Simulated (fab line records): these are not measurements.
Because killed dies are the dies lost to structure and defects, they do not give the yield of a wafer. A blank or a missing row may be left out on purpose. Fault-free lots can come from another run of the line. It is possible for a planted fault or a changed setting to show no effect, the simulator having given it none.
fab line records :: flow gf180mcu
record
  lots=13
  wafers=39
  last_day=34
route steps=602 shown M3@414 V3@453 PASSIVATION@587
lots that met no fault: taken from a fault-free run of the same line
start_h: hours from the record's opening day to when the first of the lot's shown wafers began :: wait_h: time in hours since the lot's previous step :: " the same as in the row above :: L1.1+2: a single row standing in for several wafers :: - no value, or no start given :: * or withheld: withheld :: < > ~ a bound
route shown NAME@n: names a module that has steps shown in the file, with the first one's number in the route :: usual: mean/standard deviation taken from wafers without a fault :: same: alike in all rows :: chamber/n: place in a boat :: sites: per-site readings :: _std_site: standard deviation across them :: _edge_site: inner sites' mean taken away from outer sites' mean :: radius_mm: for every site, how far away it sits from the centre of the wafer :: mask NAME#n: copy n :: behind: the most recent tool/chamber to have shaped the wafer :: hold: the reason the lot was held/the length of the hold in hours/how it ended :: device: transistor that didn't switch, given as n, p or np :: end of line: the route-end tests of the same wafers :: step lacking rows: just its recipe :: killed: the dies lost at the first sort to structure and to defects; this is not the yield of the wafer :: map: a wafer's dies, x killed, . not, _ none there
set.NAME: the setting that was run; set.NAME@STEP: the one run at that earlier step :: model.NAME: the simulator's own value behind a step, which no gauge read
a sample of lots followed through the steps of the route, with each step as a table and each wafer as a row
services: a tool's chamber out of use, with start hour (start_h, from the record's first day; less than 0 if before it), hours out, and reason
## steps
# step GF_M3_RS_MEAS_05
# recipe
  thk_meas_gauge=four-point-probe
  reads=TiN_of_M3_SPUTTER_04+Ti_of_M3_SPUTTER_03+AlCu_of_M3_SPUTTER_02+TiN_of_M3_SPUTTER_01+Ti_of_M3_SPUTTER_00
# usual
  M3_ALCU_RS=0.0693/0.00094
lot.wafer: L597.3
tool: film_metro-03
chamber: -
start_h: 464.36
wait_h: 0.1
M3_ALCU_RS[ohm/sq]: 0.0685

lot.wafer: L597.4
tool: film_metro-03
chamber: -
start_h: 464.36
wait_h: 0.1
M3_ALCU_RS[ohm/sq]: 0.0689

lot.wafer: L597.6
tool: film_metro-03
chamber: -
start_h: 464.36
wait_h: 0.1
M3_ALCU_RS[ohm/sq]: 0.0692

lot.wafer: L598.1
tool: film_metro-04
chamber: -
start_h: 471.85
wait_h: 0.0
M3_ALCU_RS[ohm/sq]: 0.0694

lot.wafer: L598.5
tool: film_metro-04
chamber: -
start_h: 471.85
wait_h: 0.0
M3_ALCU_RS[ohm/sq]: 0.0705

lot.wafer: L598.6
tool: film_metro-04
chamber: -
start_h: 471.85
wait_h: 0.0
M3_ALCU_RS[ohm/sq]: 0.0706

lot.wafer: L599.2
tool: film_metro-04
chamber: -
start_h: 485.13
wait_h: 0.0
M3_ALCU_RS[ohm/sq]: 0.0699

lot.wafer: L599.3
tool: film_metro-04
chamber: -
start_h: 485.13
wait_h: 0.0
M3_ALCU_RS[ohm/sq]: 0.0688

lot.wafer: L599.6
tool: film_metro-04
chamber: -
start_h: 485.13
wait_h: 0.0
M3_ALCU_RS[ohm/sq]: 0.0691

lot.wafer: L600.2
tool: film_metro-04
chamber: -
start_h: 494.20
wait_h: 0.0
M3_ALCU_RS[ohm/sq]: 0.0693

lot.wafer: L600.3
tool: film_metro-04
chamber: -
start_h: 494.20
wait_h: 0.0
M3_ALCU_RS[ohm/sq]: 0.0694

lot.wafer: L600.5
tool: film_metro-04
chamber: -
start_h: 494.20
wait_h: 0.0
M3_ALCU_RS[ohm/sq]: 0.0695

lot.wafer: L601.3
tool: film_metro-04
chamber: -
start_h: 502.75
wait_h: 0.1
M3_ALCU_RS[ohm/sq]: 0.0711

lot.wafer: L601.5
tool: film_metro-04
chamber: -
start_h: 502.75
wait_h: 0.1
M3_ALCU_RS[ohm/sq]: 0.0692

lot.wafer: L601.6
tool: film_metro-04
chamber: -
start_h: 502.75
wait_h: 0.1
M3_ALCU_RS[ohm/sq]: 0.0701

lot.wafer: L604.2
tool: film_metro-04
chamber: -
start_h: 538.72
wait_h: 0.0
M3_ALCU_RS[ohm/sq]: 0.0694

lot.wafer: L604.4
tool: film_metro-04
chamber: -
start_h: 538.72
wait_h: 0.0
M3_ALCU_RS[ohm/sq]: 0.0697

lot.wafer: L604.6
tool: film_metro-04
chamber: -
start_h: 538.72
wait_h: 0.0
M3_ALCU_RS[ohm/sq]: 0.0704

lot.wafer: L609.2
tool: film_metro-04
chamber: -
start_h: 573.85
wait_h: 0.0
M3_ALCU_RS[ohm/sq]: 0.0702

lot.wafer: L609.3
tool: film_metro-04
chamber: -
start_h: 573.85
wait_h: 0.0
M3_ALCU_RS[ohm/sq]: 0.0689

lot.wafer: L609.5
tool: film_metro-04
chamber: -
start_h: 573.85
wait_h: 0.0
M3_ALCU_RS[ohm/sq]: 0.0683

lot.wafer: L610.3
tool: film_metro-03
chamber: -
start_h: 579.78
wait_h: 0.1
M3_ALCU_RS[ohm/sq]: 0.0674

lot.wafer: L610.5
tool: film_metro-03
chamber: -
start_h: 579.78
wait_h: 0.1
M3_ALCU_RS[ohm/sq]: 0.0681

lot.wafer: L610.6
tool: film_metro-03
chamber: -
start_h: 579.78
wait_h: 0.1
M3_ALCU_RS[ohm/sq]: 0.0677

lot.wafer: L616.3
tool: film_metro-03
chamber: -
start_h: 621.18
wait_h: 0.1
M3_ALCU_RS[ohm/sq]: 0.0687

lot.wafer: L616.4
tool: film_metro-03
chamber: -
start_h: 621.18
wait_h: 0.1
M3_ALCU_RS[ohm/sq]: 0.0688

lot.wafer: L616.6
tool: film_metro-03
chamber: -
start_h: 621.18
wait_h: 0.1
M3_ALCU_RS[ohm/sq]: 0.0689

lot.wafer: L617.2
tool: film_metro-04
chamber: -
start_h: 631.99
wait_h: 0.0
M3_ALCU_RS[ohm/sq]: 0.0709

lot.wafer: L617.3
tool: film_metro-04
chamber: -
start_h: 631.99
wait_h: 0.0
M3_ALCU_RS[ohm/sq]: 0.0708

lot.wafer: L617.4
tool: film_metro-04
chamber: -
start_h: 631.99
wait_h: 0.0
M3_ALCU_RS[ohm/sq]: 0.0705

lot.wafer: L618.2
tool: film_metro-03
chamber: -
start_h: 637.92
wait_h: 0.0
M3_ALCU_RS[ohm/sq]: 0.0683

lot.wafer: L618.4
tool: film_metro-03
chamber: -
start_h: 637.92
wait_h: 0.0
M3_ALCU_RS[ohm/sq]: 0.0676

lot.wafer: L618.6
tool: film_metro-03
chamber: -
start_h: 637.92
wait_h: 0.0
M3_ALCU_RS[ohm/sq]: 0.0680

lot.wafer: L619.2
tool: film_metro-04
chamber: -
start_h: 644.78
wait_h: 0.0
M3_ALCU_RS[ohm/sq]: 0.0688

lot.wafer: L619.3
tool: film_metro-04
chamber: -
start_h: 644.78
wait_h: 0.0
M3_ALCU_RS[ohm/sq]: 0.0707

lot.wafer: L619.5
tool: film_metro-04
chamber: -
start_h: 644.78
wait_h: 0.0
M3_ALCU_RS[ohm/sq]: 0.0713

lot.wafer: L620.1
tool: film_metro-04
chamber: -
start_h: 650.03
wait_h: 0.0
M3_ALCU_RS[ohm/sq]: 0.0699

lot.wafer: L620.3
tool: film_metro-04
chamber: -
start_h: 650.03
wait_h: 0.0
M3_ALCU_RS[ohm/sq]: 0.0690

lot.wafer: L620.6
tool: film_metro-04
chamber: -
start_h: 650.03
wait_h: 0.0
M3_ALCU_RS[ohm/sq]: 0.0699
# step GF_M3_CD_MEAS_14
# recipe
  target_cd_nm=280
# usual
  cd_nm=280.0/1.3
lot.wafer: L597.3
tool: cd_sem-01
chamber: -
start_h: 488.49
wait_h: 0.1
cd_nm: 280.1

lot.wafer: L597.4
tool: cd_sem-01
chamber: -
start_h: 488.49
wait_h: 0.1
cd_nm: 281.1

lot.wafer: L597.6
tool: cd_sem-01
chamber: -
start_h: 488.49
wait_h: 0.1
cd_nm: 279.4

lot.wafer: L598.1
tool: cd_sem-01
chamber: -
start_h: 496.01
wait_h: 0.1
cd_nm: 281.4

lot.wafer: L598.5
tool: cd_sem-01
chamber: -
start_h: 496.01
wait_h: 0.1
cd_nm: 282.1

lot.wafer: L598.6
tool: cd_sem-01
chamber: -
start_h: 496.01
wait_h: 0.1
cd_nm: 281.0

lot.wafer: L599.2
tool: cd_sem-01
chamber: -
start_h: 508.71
wait_h: 0.1
cd_nm: 279.7

lot.wafer: L599.3
tool: cd_sem-01
chamber: -
start_h: 508.71
wait_h: 0.1
cd_nm: 281.3

lot.wafer: L599.6
tool: cd_sem-01
chamber: -
start_h: 508.71
wait_h: 0.1
cd_nm: 279.6

lot.wafer: L600.2
tool: cd_sem-01
chamber: -
start_h: 518.22
wait_h: 0.1
cd_nm: 278.8

lot.wafer: L600.3
tool: cd_sem-01
chamber: -
start_h: 518.22
wait_h: 0.1
cd_nm: 279.9

lot.wafer: L600.5
tool: cd_sem-01
chamber: -
start_h: 518.22
wait_h: 0.1
cd_nm: 280.4

lot.wafer: L601.3
tool: cd_sem-02
chamber: -
start_h: 526.74
wait_h: 0.1
cd_nm: 282.4

lot.wafer: L601.5
tool: cd_sem-02
chamber: -
start_h: 526.74
wait_h: 0.1
cd_nm: 282.6

lot.wafer: L601.6
tool: cd_sem-02
chamber: -
start_h: 526.74
wait_h: 0.1
cd_nm: 281.8

lot.wafer: L604.2
tool: cd_sem-02
chamber: -
start_h: 561.25
wait_h: 0.1
cd_nm: 280.1

lot.wafer: L604.4
tool: cd_sem-02
chamber: -
start_h: 561.25
wait_h: 0.1
cd_nm: 279.9

lot.wafer: L604.6
tool: cd_sem-02
chamber: -
start_h: 561.25
wait_h: 0.1
cd_nm: 279.5

lot.wafer: L609.2
tool: cd_sem-02
chamber: -
start_h: 595.70
wait_h: 0.1
cd_nm: 280.9

lot.wafer: L609.3
tool: cd_sem-02
chamber: -
start_h: 595.70
wait_h: 0.1
cd_nm: 279.4

lot.wafer: L609.5
tool: cd_sem-02
chamber: -
start_h: 595.70
wait_h: 0.1
cd_nm: 279.7

lot.wafer: L610.3
tool: cd_sem-02
chamber: -
start_h: 600.52
wait_h: 0.1
cd_nm: 281.6

lot.wafer: L610.5
tool: cd_sem-02
chamber: -
start_h: 600.52
wait_h: 0.1
cd_nm: 281.7

lot.wafer: L610.6
tool: cd_sem-02
chamber: -
start_h: 600.52
wait_h: 0.1
cd_nm: 282.1

lot.wafer: L616.3
tool: cd_sem-01
chamber: -
start_h: 640.57
wait_h: 0.1
cd_nm: 278.6

lot.wafer: L616.4
tool: cd_sem-01
chamber: -
start_h: 640.57
wait_h: 0.1
cd_nm: 278.7

lot.wafer: L616.6
tool: cd_sem-01
chamber: -
start_h: 640.57
wait_h: 0.1
cd_nm: 279.0

lot.wafer: L617.2
tool: cd_sem-01
chamber: -
start_h: 651.48
wait_h: 0.1
cd_nm: 280.9

lot.wafer: L617.3
tool: cd_sem-01
chamber: -
start_h: 651.48
wait_h: 0.1
cd_nm: 282.0

lot.wafer: L617.4
tool: cd_sem-01
chamber: -
start_h: 651.48
wait_h: 0.1
cd_nm: 281.2

lot.wafer: L618.2
tool: cd_sem-01
chamber: -
start_h: 657.23
wait_h: 0.1
cd_nm: 282.2

lot.wafer: L618.4
tool: cd_sem-01
chamber: -
start_h: 657.23
wait_h: 0.1
cd_nm: 281.7

lot.wafer: L618.6
tool: cd_sem-01
chamber: -
start_h: 657.23
wait_h: 0.1
cd_nm: 281.3

lot.wafer: L619.2
tool: cd_sem-01
chamber: -
start_h: 664.48
wait_h: 0.1
cd_nm: 279.2

lot.wafer: L619.3
tool: cd_sem-01
chamber: -
start_h: 664.48
wait_h: 0.1
cd_nm: 278.4

lot.wafer: L619.5
tool: cd_sem-01
chamber: -
start_h: 664.48
wait_h: 0.1
cd_nm: 279.1

lot.wafer: L620.1
tool: cd_sem-01
chamber: -
start_h: 669.53
wait_h: 0.1
cd_nm: 279.8

lot.wafer: L620.3
tool: cd_sem-01
chamber: -
start_h: 669.53
wait_h: 0.1
cd_nm: 278.8

lot.wafer: L620.6
tool: cd_sem-01
chamber: -
start_h: 669.53
wait_h: 0.1
cd_nm: 279.5
# step GF_V3_RS_MEAS_24
# recipe
  thk_meas_gauge=four-point-probe
  reads=W_of_V3_CVD_23+TiN_of_V3_SPUTTER_22+Ti_of_V3_SPUTTER_21
# usual
  V3_W_RS=0.329/0.0037
lot.wafer: L597.3
tool: film_metro-02
chamber: -
start_h: 514.31
wait_h: 0.1
V3_W_RS[ohm/sq]: 0.327

lot.wafer: L597.4
tool: film_metro-02
chamber: -
start_h: 514.31
wait_h: 0.1
V3_W_RS[ohm/sq]: 0.325

lot.wafer: L597.6
tool: film_metro-02
chamber: -
start_h: 514.31
wait_h: 0.1
V3_W_RS[ohm/sq]: 0.328

lot.wafer: L598.1
tool: film_metro-04
chamber: -
start_h: 522.55
wait_h: 0.1
V3_W_RS[ohm/sq]: 0.330

lot.wafer: L598.5
tool: film_metro-04
chamber: -
start_h: 522.55
wait_h: 0.1
V3_W_RS[ohm/sq]: 0.331

lot.wafer: L598.6
tool: film_metro-04
chamber: -
start_h: 522.55
wait_h: 0.1
V3_W_RS[ohm/sq]: 0.328

lot.wafer: L599.2
tool: film_metro-02
chamber: -
start_h: 534.14
wait_h: 0.1
V3_W_RS[ohm/sq]: 0.332

lot.wafer: L599.3
tool: film_metro-02
chamber: -
start_h: 534.14
wait_h: 0.1
V3_W_RS[ohm/sq]: 0.330

lot.wafer: L599.6
tool: film_metro-02
chamber: -
start_h: 534.14
wait_h: 0.1
V3_W_RS[ohm/sq]: 0.330

lot.wafer: L600.2
tool: film_metro-04
chamber: -
start_h: 543.94
wait_h: 0.1
V3_W_RS[ohm/sq]: 0.336

lot.wafer: L600.3
tool: film_metro-04
chamber: -
start_h: 543.94
wait_h: 0.1
V3_W_RS[ohm/sq]: 0.337

lot.wafer: L600.5
tool: film_metro-04
chamber: -
start_h: 543.94
wait_h: 0.1
V3_W_RS[ohm/sq]: 0.327

lot.wafer: L601.3
tool: film_metro-02
chamber: -
start_h: 552.26
wait_h: 0.1
V3_W_RS[ohm/sq]: 0.328

lot.wafer: L601.5
tool: film_metro-02
chamber: -
start_h: 552.26
wait_h: 0.1
V3_W_RS[ohm/sq]: 0.334

lot.wafer: L601.6
tool: film_metro-02
chamber: -
start_h: 552.26
wait_h: 0.1
V3_W_RS[ohm/sq]: 0.324

lot.wafer: L604.2
tool: film_metro-03
chamber: -
start_h: 585.99
wait_h: 0.1
V3_W_RS[ohm/sq]: 0.334

lot.wafer: L604.4
tool: film_metro-03
chamber: -
start_h: 585.99
wait_h: 0.1
V3_W_RS[ohm/sq]: 0.333

lot.wafer: L604.6
tool: film_metro-03
chamber: -
start_h: 585.99
wait_h: 0.1
V3_W_RS[ohm/sq]: 0.329

lot.wafer: L609.2
tool: film_metro-03
chamber: -
start_h: 618.97
wait_h: 0.2
V3_W_RS[ohm/sq]: 0.328

lot.wafer: L609.3
tool: film_metro-03
chamber: -
start_h: 618.97
wait_h: 0.2
V3_W_RS[ohm/sq]: 0.329

lot.wafer: L609.5
tool: film_metro-03
chamber: -
start_h: 618.97
wait_h: 0.2
V3_W_RS[ohm/sq]: 0.326

lot.wafer: L610.3
tool: film_metro-03
chamber: -
start_h: 623.62
wait_h: 0.2
V3_W_RS[ohm/sq]: 0.328

lot.wafer: L610.5
tool: film_metro-03
chamber: -
start_h: 623.62
wait_h: 0.2
V3_W_RS[ohm/sq]: 0.330

lot.wafer: L610.6
tool: film_metro-03
chamber: -
start_h: 623.62
wait_h: 0.2
V3_W_RS[ohm/sq]: 0.325

lot.wafer: L616.3
tool: film_metro-02
chamber: -
start_h: 663.26
wait_h: 0.2
V3_W_RS[ohm/sq]: 0.328

lot.wafer: L616.4
tool: film_metro-02
chamber: -
start_h: 663.26
wait_h: 0.2
V3_W_RS[ohm/sq]: 0.323

lot.wafer: L616.6
tool: film_metro-02
chamber: -
start_h: 663.26
wait_h: 0.2
V3_W_RS[ohm/sq]: 0.323

lot.wafer: L617.2
tool: film_metro-04
chamber: -
start_h: 674.68
wait_h: 0.2
V3_W_RS[ohm/sq]: 0.325

lot.wafer: L617.3
tool: film_metro-04
chamber: -
start_h: 674.68
wait_h: 0.2
V3_W_RS[ohm/sq]: 0.324

lot.wafer: L617.4
tool: film_metro-04
chamber: -
start_h: 674.68
wait_h: 0.2
V3_W_RS[ohm/sq]: 0.326

lot.wafer: L618.2
tool: film_metro-03
chamber: -
start_h: 679.41
wait_h: 0.2
V3_W_RS[ohm/sq]: 0.328

lot.wafer: L618.4
tool: film_metro-03
chamber: -
start_h: 679.41
wait_h: 0.2
V3_W_RS[ohm/sq]: 0.329

lot.wafer: L618.6
tool: film_metro-03
chamber: -
start_h: 679.41
wait_h: 0.2
V3_W_RS[ohm/sq]: 0.329

lot.wafer: L619.2
tool: film_metro-03
chamber: -
start_h: 685.62
wait_h: 0.1
V3_W_RS[ohm/sq]: 0.327

lot.wafer: L619.3
tool: film_metro-03
chamber: -
start_h: 685.62
wait_h: 0.1
V3_W_RS[ohm/sq]: 0.323

lot.wafer: L619.5
tool: film_metro-03
chamber: -
start_h: 685.62
wait_h: 0.1
V3_W_RS[ohm/sq]: 0.321

lot.wafer: L620.1
tool: film_metro-02
chamber: -
start_h: 691.25
wait_h: 0.1
V3_W_RS[ohm/sq]: 0.336

lot.wafer: L620.3
tool: film_metro-02
chamber: -
start_h: 691.25
wait_h: 0.1
V3_W_RS[ohm/sq]: 0.331

lot.wafer: L620.6
tool: film_metro-02
chamber: -
start_h: 691.25
wait_h: 0.1
V3_W_RS[ohm/sq]: 0.333
# step GF_PASSIVATION_CVD_00
# recipe
  material=SiO2
  target_thk_nm=1000
  precursor=TEOS
  temp_c=400
  time_s=111.95
  rf_w=600
# usual
  heater_power_w=643/98
lot.wafer: L597.3
tool: pecvd-04
chamber: 0
start_h: 651.18
wait_h: 0.0
heater_power_w: 850

lot.wafer: L597.4
tool: pecvd-04
chamber: 2
start_h: 651.18
wait_h: 0.0
heater_power_w: 586

lot.wafer: L597.6
tool: pecvd-04
chamber: 0
start_h: 651.18
wait_h: 0.0
heater_power_w: 656

lot.wafer: L598.1
tool: pecvd-01
chamber: 1
start_h: 659.76
wait_h: 0.0
heater_power_w: 719

lot.wafer: L598.5
tool: pecvd-01
chamber: 0
start_h: 659.76
wait_h: 0.0
heater_power_w: 458

lot.wafer: L598.6
tool: pecvd-01
chamber: 2
start_h: 659.76
wait_h: 0.0
heater_power_w: 609

lot.wafer: L599.2
tool: pecvd-03
chamber: 0
start_h: 668.77
wait_h: 0.0
heater_power_w: 491

lot.wafer: L599.3
tool: pecvd-03
chamber: 0
start_h: 668.77
wait_h: 0.0
heater_power_w: 536

lot.wafer: L599.6
tool: pecvd-03
chamber: 1
start_h: 668.77
wait_h: 0.0
heater_power_w: 804

lot.wafer: L600.2
tool: pecvd-04
chamber: 1
start_h: 676.31
wait_h: 0.0
heater_power_w: 634

lot.wafer: L600.3
tool: pecvd-04
chamber: 2
start_h: 676.31
wait_h: 0.0
heater_power_w: 722

lot.wafer: L600.5
tool: pecvd-04
chamber: 0
start_h: 676.31
wait_h: 0.0
heater_power_w: 762

lot.wafer: L601.3
tool: pecvd-03
chamber: 0
start_h: 684.06
wait_h: 0.0
heater_power_w: 555

lot.wafer: L601.5
tool: pecvd-03
chamber: 2
start_h: 684.06
wait_h: 0.0
heater_power_w: 561

lot.wafer: L601.6
tool: pecvd-03
chamber: 1
start_h: 684.06
wait_h: 0.0
heater_power_w: 643

lot.wafer: L604.2
tool: pecvd-01
chamber: 1
start_h: 712.26
wait_h: 0.0
heater_power_w: 612

lot.wafer: L604.4
tool: pecvd-01
chamber: 0
start_h: 712.26
wait_h: 0.0
heater_power_w: 543

lot.wafer: L604.6
tool: pecvd-01
chamber: 1
start_h: 712.26
wait_h: 0.0
heater_power_w: 688

lot.wafer: L609.2
tool: pecvd-04
chamber: 2
start_h: 741.62
wait_h: 0.0
heater_power_w: 638

lot.wafer: L609.3
tool: pecvd-04
chamber: 1
start_h: 741.62
wait_h: 0.0
heater_power_w: 691

lot.wafer: L609.5
tool: pecvd-04
chamber: 1
start_h: 741.62
wait_h: 0.0
heater_power_w: 575

lot.wafer: L610.3
tool: pecvd-04
chamber: 0
start_h: 744.11
wait_h: 0.0
heater_power_w: 818

lot.wafer: L610.5
tool: pecvd-04
chamber: 0
start_h: 744.11
wait_h: 0.0
heater_power_w: 694

lot.wafer: L610.6
tool: pecvd-04
chamber: 2
start_h: 744.11
wait_h: 0.0
heater_power_w: 693

lot.wafer: L616.3
tool: pecvd-01
chamber: 0
start_h: 778.72
wait_h: 0.0
heater_power_w: 475

lot.wafer: L616.4
tool: pecvd-01
chamber: 1
start_h: 778.72
wait_h: 0.0
heater_power_w: 724

lot.wafer: L616.6
tool: pecvd-01
chamber: 0
start_h: 778.72
wait_h: 0.0
heater_power_w: 522

lot.wafer: L617.2
tool: pecvd-03
chamber: 0
start_h: 787.41
wait_h: 0.0
heater_power_w: 518

lot.wafer: L617.3
tool: pecvd-03
chamber: 2
start_h: 787.41
wait_h: 0.0
heater_power_w: 516

lot.wafer: L617.4
tool: pecvd-03
chamber: 0
start_h: 787.41
wait_h: 0.0
heater_power_w: 562

lot.wafer: L618.2
tool: pecvd-01
chamber: 0
start_h: 795.77
wait_h: 0.0
heater_power_w: 520

lot.wafer: L618.4
tool: pecvd-01
chamber: 1
start_h: 795.77
wait_h: 0.0
heater_power_w: 590

lot.wafer: L618.6
tool: pecvd-01
chamber: 2
start_h: 795.77
wait_h: 0.0
heater_power_w: 713

lot.wafer: L619.2
tool: pecvd-03
chamber: 1
start_h: 796.24
wait_h: 0.0
heater_power_w: 709

lot.wafer: L619.3
tool: pecvd-03
chamber: 2
start_h: 796.24
wait_h: 0.0
heater_power_w: 544

lot.wafer: L619.5
tool: pecvd-03
chamber: 0
start_h: 796.24
wait_h: 0.0
heater_power_w: 449

lot.wafer: L620.1
tool: pecvd-01
chamber: 1
start_h: 801.07
wait_h: 0.0
heater_power_w: 626

lot.wafer: L620.3
tool: pecvd-01
chamber: 2
start_h: 801.07
wait_h: 0.0
heater_power_w: 673

lot.wafer: L620.6
tool: pecvd-01
chamber: 0
start_h: 801.07
wait_h: 0.0
heater_power_w: 586
# step GF_PASSIVATION_THK_MEAS_01
# recipe
  reads=SiO2_of_PASSIVATION_CVD_00
# usual
  PASSIVATION_CVD_00_THK=999/15
lot.wafer: L597.3
tool: film_metro-02
chamber: -
start_h: 651.28
wait_h: 0.1
PASSIVATION_CVD_00_THK[nm]: 987

lot.wafer: L597.4
tool: film_metro-02
chamber: -
start_h: 651.28
wait_h: 0.1
PASSIVATION_CVD_00_THK[nm]: 1010

lot.wafer: L597.6
tool: film_metro-02
chamber: -
start_h: 651.28
wait_h: 0.1
PASSIVATION_CVD_00_THK[nm]: 1006

lot.wafer: L598.1
tool: film_metro-03
chamber: -
start_h: 659.84
wait_h: 0.0
PASSIVATION_CVD_00_THK[nm]: 993

lot.wafer: L598.5
tool: film_metro-03
chamber: -
start_h: 659.84
wait_h: 0.0
PASSIVATION_CVD_00_THK[nm]: 1018

lot.wafer: L598.6
tool: film_metro-03
chamber: -
start_h: 659.84
wait_h: 0.0
PASSIVATION_CVD_00_THK[nm]: 1009

lot.wafer: L599.2
tool: film_metro-02
chamber: -
start_h: 668.90
wait_h: 0.1
PASSIVATION_CVD_00_THK[nm]: 986

lot.wafer: L599.3
tool: film_metro-02
chamber: -
start_h: 668.90
wait_h: 0.1
PASSIVATION_CVD_00_THK[nm]: 1002

lot.wafer: L599.6
tool: film_metro-02
chamber: -
start_h: 668.90
wait_h: 0.1
PASSIVATION_CVD_00_THK[nm]: 987

lot.wafer: L600.2
tool: film_metro-03
chamber: -
start_h: 676.40
wait_h: 0.0
PASSIVATION_CVD_00_THK[nm]: 978

lot.wafer: L600.3
tool: film_metro-03
chamber: -
start_h: 676.40
wait_h: 0.0
PASSIVATION_CVD_00_THK[nm]: 976

lot.wafer: L600.5
tool: film_metro-03
chamber: -
start_h: 676.40
wait_h: 0.0
PASSIVATION_CVD_00_THK[nm]: 983

lot.wafer: L601.3
tool: film_metro-02
chamber: -
start_h: 684.16
wait_h: 0.1
PASSIVATION_CVD_00_THK[nm]: 988

lot.wafer: L601.5
tool: film_metro-02
chamber: -
start_h: 684.16
wait_h: 0.1
PASSIVATION_CVD_00_THK[nm]: 1020

lot.wafer: L601.6
tool: film_metro-02
chamber: -
start_h: 684.16
wait_h: 0.1
PASSIVATION_CVD_00_THK[nm]: 995

lot.wafer: L604.2
tool: film_metro-02
chamber: -
start_h: 712.35
wait_h: 0.0
PASSIVATION_CVD_00_THK[nm]: 1015

lot.wafer: L604.4
tool: film_metro-02
chamber: -
start_h: 712.35
wait_h: 0.0
PASSIVATION_CVD_00_THK[nm]: 1019

lot.wafer: L604.6
tool: film_metro-02
chamber: -
start_h: 712.35
wait_h: 0.0
PASSIVATION_CVD_00_THK[nm]: 1034

lot.wafer: L609.2
tool: film_metro-02
chamber: -
start_h: 741.75
wait_h: 0.1
PASSIVATION_CVD_00_THK[nm]: 507

lot.wafer: L609.3
tool: film_metro-02
chamber: -
start_h: 741.75
wait_h: 0.1
PASSIVATION_CVD_00_THK[nm]: 502

lot.wafer: L609.5
tool: film_metro-02
chamber: -
start_h: 741.75
wait_h: 0.1
PASSIVATION_CVD_00_THK[nm]: 514

lot.wafer: L610.3
tool: film_metro-02
chamber: -
start_h: 744.21
wait_h: 0.1
PASSIVATION_CVD_00_THK[nm]: 517

lot.wafer: L610.5
tool: film_metro-02
chamber: -
start_h: 744.21
wait_h: 0.1
PASSIVATION_CVD_00_THK[nm]: 529

lot.wafer: L610.6
tool: film_metro-02
chamber: -
start_h: 744.21
wait_h: 0.1
PASSIVATION_CVD_00_THK[nm]: 542

lot.wafer: L616.3
tool: film_metro-02
chamber: -
start_h: 778.82
wait_h: 0.1
PASSIVATION_CVD_00_THK[nm]: 996

lot.wafer: L616.4
tool: film_metro-02
chamber: -
start_h: 778.82
wait_h: 0.1
PASSIVATION_CVD_00_THK[nm]: 1002

lot.wafer: L616.6
tool: film_metro-02
chamber: -
start_h: 778.82
wait_h: 0.1
PASSIVATION_CVD_00_THK[nm]: 1009

lot.wafer: L617.2
tool: film_metro-02
chamber: -
start_h: 787.50
wait_h: 0.0
PASSIVATION_CVD_00_THK[nm]: 995

lot.wafer: L617.3
tool: film_metro-02
chamber: -
start_h: 787.50
wait_h: 0.0
PASSIVATION_CVD_00_THK[nm]: 1004

lot.wafer: L617.4
tool: film_metro-02
chamber: -
start_h: 787.50
wait_h: 0.0
PASSIVATION_CVD_00_THK[nm]: 993

lot.wafer: L618.2
tool: film_metro-03
chamber: -
start_h: 795.86
wait_h: 0.0
PASSIVATION_CVD_00_THK[nm]: 989

lot.wafer: L618.4
tool: film_metro-03
chamber: -
start_h: 795.86
wait_h: 0.0
PASSIVATION_CVD_00_THK[nm]: 994

lot.wafer: L618.6
tool: film_metro-03
chamber: -
start_h: 795.86
wait_h: 0.0
PASSIVATION_CVD_00_THK[nm]: 1003

lot.wafer: L619.2
tool: film_metro-02
chamber: -
start_h: 796.33
wait_h: 0.0
PASSIVATION_CVD_00_THK[nm]: 989

lot.wafer: L619.3
tool: film_metro-02
chamber: -
start_h: 796.33
wait_h: 0.0
PASSIVATION_CVD_00_THK[nm]: 1001

lot.wafer: L619.5
tool: film_metro-02
chamber: -
start_h: 796.33
wait_h: 0.0
PASSIVATION_CVD_00_THK[nm]: 999

lot.wafer: L620.1
tool: film_metro-03
chamber: -
start_h: 801.15
wait_h: 0.0
PASSIVATION_CVD_00_THK[nm]: 997

lot.wafer: L620.3
tool: film_metro-03
chamber: -
start_h: 801.15
wait_h: 0.0
PASSIVATION_CVD_00_THK[nm]: 990

lot.wafer: L620.6
tool: film_metro-03
chamber: -
start_h: 801.15
wait_h: 0.0
PASSIVATION_CVD_00_THK[nm]: 1012
## services
tool: pecvd-01
chamber: -
start_h: 639.54
hours: 14.6
kind: pm

tool: pecvd-03
chamber: 2
start_h: 665.64
hours: 4.0
kind: repair

tool: pecvd-04
chamber: 2
start_h: 666.98
hours: 3.6
kind: repair

tool: pecvd-04
chamber: -
start_h: 728.68
hours: 6.0
kind: pm

tool: pecvd-03
chamber: -
start_h: 785.68
hours: 1.3
kind: repair

tool: pecvd-03
chamber: -
start_h: 799.38
hours: 14.0
kind: pm

tool: pecvd-03
chamber: 0
start_h: 799.38
hours: 14.0
kind: vent_cycle

tool: pecvd-03
chamber: 1
start_h: 799.38
hours: 14.0
kind: vent_cycle

tool: pecvd-03
chamber: 2
start_h: 799.38
hours: 14.0
kind: vent_cycle
## key
first_sign
  step=GF_PASSIVATION_THK_MEAS_01
  reading=PASSIVATION_CVD_00_THK
  direction=down
  sigmas=33
  usual=999
  struck=519
effect none on later readings
met_at GF_PASSIVATION_CVD_00
struck_lots L609,L610
not_acting_at GF_M3_RS_MEAS_05,GF_M3_CD_MEAS_14,GF_V3_RS_MEAS_24
onset_between 676.31 741.62
fault
  kind=process_parameter_drift
  tool=pecvd-04
  chamber=-
  onset_h=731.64
  steps=GF_PASSIVATION_CVD_00
  channel=target_thk_nm
  offset=-474.12
  shape=step
  end_h=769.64
  acts_in=these_recipes_only
  stated=1000
